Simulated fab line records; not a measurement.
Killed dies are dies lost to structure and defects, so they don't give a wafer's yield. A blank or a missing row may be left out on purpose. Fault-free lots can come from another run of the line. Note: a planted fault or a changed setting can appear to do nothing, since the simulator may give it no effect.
Problem report in the 8D (eight disciplines) form, filled by code :: flow sky130 :: the parts of the form that need people (team, actions taken, sign-off) are left out

== 1. PROBLEM STATEMENT ==
RES_XHIGH_RS at SKY_SD_N_RS_MEAS_18 reads a mean of 317.2 ohm/sq on 6 wafers of 2 lots; wafers without a fault read 333.3 ohm/sq with a standard deviation of 1.3. Relative to the usual mean, that is a shift of -12 standard deviations.
The step: measures by four-point-probe.
The first sign was on wafer L251.2 at day 30 13:11, on filmMetro-01. The record has a number at this step for 36 wafers belonging to 12 lots. By rule, "out" or "out of limits" means more than 4 standard deviations away from the usual mean. All remaining wafers that have a number are taken as sound.

== 2. WHAT IT IS, WHAT IT ISN'T ==
question: which readings at this step
is: RES_XHIGH_RS
is not: -

question: which lots
is: L251, L253
is not: L247, L248, L249, L250, L263, L264, L265, L266, L267, L268

question: which wafers of those lots
is: all that have a number
is not: -

question: read on which gauges
is: filmMetro-01
is not: filmMetro-02, filmMetro-04

question: when
is: from day 30 13:11
is not: up to then (9 sound wafers); but 21 sound wafers of L250, L263, L264, L265, L266, L267, L268 came after

== 3. THE SUSPECTS, EACH WITH WHAT RULES IT OUT ==
Counting: any tool at a process step up to the reading is kept as a suspect provided that every lot that is out went through it and no sound lot did after the first of them.
- the gauge at SKY_SD_N_RS_MEAS_18: ruled out. All the wafers that are out were read on filmMetro-01, but those of them that SKY_RES_XHIGH_IMPLANT_07 has rows for are out there too, on other tools.
- plasmaAsher-01 at SKY_LDD_HVP_STRIP_09 (strips in O2/N2): ruled out as a lasting fault. Following L251 (day 24 09:15), the first lot on it that is out, the sound lots L264, L265, L268 were run on it.
- implanter-03 at SKY_RES_XHIGH_IMPLANT_07: ruled out as a lasting fault. Following L251 (day 29 07:58), the first lot on it that is out, the sound lots L263, L264, L268 were run on it.
Left after counting: nothing in the record.

== 4. THE CAUSE (what the simulator had put in) ==
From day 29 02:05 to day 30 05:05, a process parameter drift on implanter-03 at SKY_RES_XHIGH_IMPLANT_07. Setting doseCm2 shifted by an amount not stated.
It was ruled out by counting, in error; the rule expects a fault to strike all lots run on its tool from its start on, and this fault did not.

== 5. SEQUENCE OF EFFECTS, ordered by route ==
Rows list readings where the struck wafers' mean (over those with a number) sits beyond 3 standard deviations from the usual. Readings are gone through only where the record gives a usual standard deviation; hours: the median, over the lots, of the time from a lot's start at the first step in this table giving one to that lot's start at this step; sigmas: the change measured in usual standard deviations.
hours: 0
step: SKY_RES_XHIGH_IMPLANT_07
reading: doseIonsCm2
usual: 3.6e+14
on struck wafers: 3.8e+14
change: +2.1e+13
sigmas: +52

hours: 29
step: SKY_SD_N_RS_MEAS_18
reading: RES_XHIGH_RS
usual: 333.3 ohm/sq
on struck wafers: 317.2
change: -16.1
sigmas: -12
Process steps it contains:
- SKY_RES_XHIGH_IMPLANT_07

== 6. HOW IT WOULD HAVE BEEN CAUGHT EARLIER ==
In this record the first reading out of limits at a measuring or inspecting step was taken at day 30 13:11, 35 hours after the fault began at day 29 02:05.
Tool's own readings at SKY_RES_XHIGH_IMPLANT_07, doseIonsCm2: out on all struck wafers the step has rows for; an alarm limit on them would have tripped on the first.
